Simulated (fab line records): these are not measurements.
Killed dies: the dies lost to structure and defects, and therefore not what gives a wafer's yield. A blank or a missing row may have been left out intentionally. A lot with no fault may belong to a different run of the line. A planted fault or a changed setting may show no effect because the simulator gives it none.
Split-lot experiment + flow sky130 + on a route of 708 steps: 5 lots, 23 wafers read

## THE SPLIT
At SKY_LDD_LDN_COAT_02 (resist thk 1140 nm), the setting spin-rpm was moved away from the recipe's 3000 rpm on 8 of the 23 wafers read, by -3.3% to +6.5%. For the rest of the wafers, this setting stayed at what the recipe calls for.

The reading comes from the split's own step.

## THE READING
NOVOLAK_of_LDD_LDN_COAT_02.thk-nm (the simulator's own value, which no gauge read), in nm, at SKY_LDD_LDN_COAT_02 (resist thk 1140 nm). The file does not state a usual value for it. Here, 15 wafers ran the recipe; their average is 1141 nm with a standard deviation of 4.2 nm.

| wafer  | tool, chamber at the split | spin-rpm as run, rpm | against the recipe | NOVOLAK_of_LDD_LDN_COAT_02.thk-nm, nm | against lot-mates on the recipe |
|--------|----------------------------|----------------------|--------------------|---------------------------------------|---------------------------------|
| L075.1 | litho-track-02, 0          | 3155                 | +5.2%              | 1109                                  | -27                             |
| L075.3 | litho-track-02, 0          | 3155                 | +5.2%              | 1109                                  | -27                             |
| L075.2 | litho-track-02, 0          | 3000                 | recipe             | 1137                                  | -                               |
| L075.5 | litho-track-02, 0          | 3000                 | recipe             | 1137                                  | -                               |
| L075.4 | litho-track-02, 0          | 3000                 | recipe             | 1135                                  | -                               |
| L078.2 | litho-track-04, 0          | 3000                 | recipe             | 1144                                  | -                               |
| L078.3 | litho-track-04, 0          | 2902                 | -3.3%              | 1162                                  | +17                             |
| L078.4 | litho-track-04, 0          | 2902                 | -3.3%              | 1161                                  | +16                             |
| L078.5 | litho-track-04, 0          | 2902                 | -3.3%              | 1166                                  | +21                             |
| L078.6 | litho-track-04, 0          | 3000                 | recipe             | 1146                                  | -                               |
| L079.2 | litho-track-04, 0          | 3000                 | recipe             | 1145                                  | -                               |
| L079.3 | litho-track-04, 0          | 3000                 | recipe             | 1145                                  | -                               |
| L079.4 | litho-track-04, 0          | 3000                 | recipe             | 1146                                  | -                               |
| L079.5 | litho-track-04, 0          | 3000                 | recipe             | 1143                                  | -                               |
| L079.6 | litho-track-04, 0          | 3000                 | recipe             | 1144                                  | -                               |
| L080.2 | litho-track-04, 0          | 3000                 | recipe             | 1138                                  | -                               |
| L080.3 | litho-track-04, 0          | 3000                 | recipe             | 1141                                  | -                               |
| L080.4 | litho-track-04, 0          | 3194                 | +6.5%              | 1103                                  | -36                             |
| L080.5 | litho-track-04, 0          | 3194                 | +6.5%              | 1104                                  | -36                             |
| L080.6 | litho-track-04, 0          | 3194                 | +6.5%              | 1102                                  | -38                             |
| L084.1 | litho-track-03, 0          | 3000                 | recipe             | 1136                                  | -                               |
| L084.6 | litho-track-03, 0          | 3000                 | recipe             | 1136                                  | -                               |
| L084.3 | litho-track-03, 0          | 3000                 | recipe             | 1135                                  | -                               |

THE FIT
A straight line over all 23 wafers: NOVOLAK_of_LDD_LDN_COAT_02.thk-nm changes by -6.1 nm for each +1% of spin-rpm; r = -0.98; the points scatter about the line by 3.8 nm.
The same after taking each lot's own level away (the mean of its wafers on the recipe; 23 wafers): -5.54 nm for each +1%; r = -1.00; scatter 1.3 nm.
On that fit, the largest move of spin-rpm shifts the reading by 36 nm.
The lots' own levels span 1135.7 to 1145.0 nm, that is 2.2 times the standard deviation above.
In other words, the slope is changed by the lot-to-lot level; the two fits disagree.
Check: for one of the wafers moved furthest among these (+6.5%), held out of the fit, the line's prediction against its lot-mates is -35.6 nm. It came out at -36.5 nm against them.

## THE OTHER SPLITS THESE WAFERS WENT THROUGH
Before the reading, these wafers also passed through other splits. Each is held against what the fit with the lots' levels taken away leaves over:
| other split on the same wafers    | wafers away from the commonest value | r with NOVOLAK_of_LDD_LDN_COAT_02.thk-nm (lot level and that fit taken away) |
|-----------------------------------|--------------------------------------|------------------------------------------------------------------------------|
| SKY_GATE_OXIDE_SOFTBAKE_06 temp-c | 6                                    | -0.22                                                                        |
| SKY_POLY_GATE_ETCH_15 time-s      | 6                                    | -0.02                                                                        |
| SKY_LDD_N_IMPLANT_09 energy-kev   | 5                                    | -0.59                                                                        |
| SKY_LDD_P_DEVELOP_06 dev-temp-c   | 9                                    | +0.34                                                                        |
| SKY_LDD_P_IMPLANT_09 energy-kev   | 9                                    | -0.16                                                                        |
| SKY_LDD_HVN_IMPLANT_08 energy-kev | 7                                    | +0.01                                                                        |
| SKY_LDD_HVP_IMPLANT_08 dose-cm2   | 5                                    | -0.16                                                                        |

## THE WHOLE CHAIN: every reading that the file lists as answering this split, in the file's order
| step                 | what it does       | reading                                                                            | change (the file's fit)              | r (the file's) |
|----------------------|--------------------|------------------------------------------------------------------------------------|--------------------------------------|----------------|
| SKY_LDD_LDN_COAT_02  | resist thk 1140 nm | NOVOLAK_of_LDD_LDN_COAT_02.thk-nm (the simulator's own value, which no gauge read) | -5.5 nm for each +1% of the setting  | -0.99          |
| SKY_LDD_LDN_STRIP_12 | strips in O2/N2    | strip-time-to-endpoint-s                                                           | withheld for each +1% of the setting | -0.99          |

## THE FILE'S OWN FIT
NOVOLAK_of_LDD_LDN_COAT_02.thk-nm changes by -5.5 nm for each +1% of spin-rpm, r = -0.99.
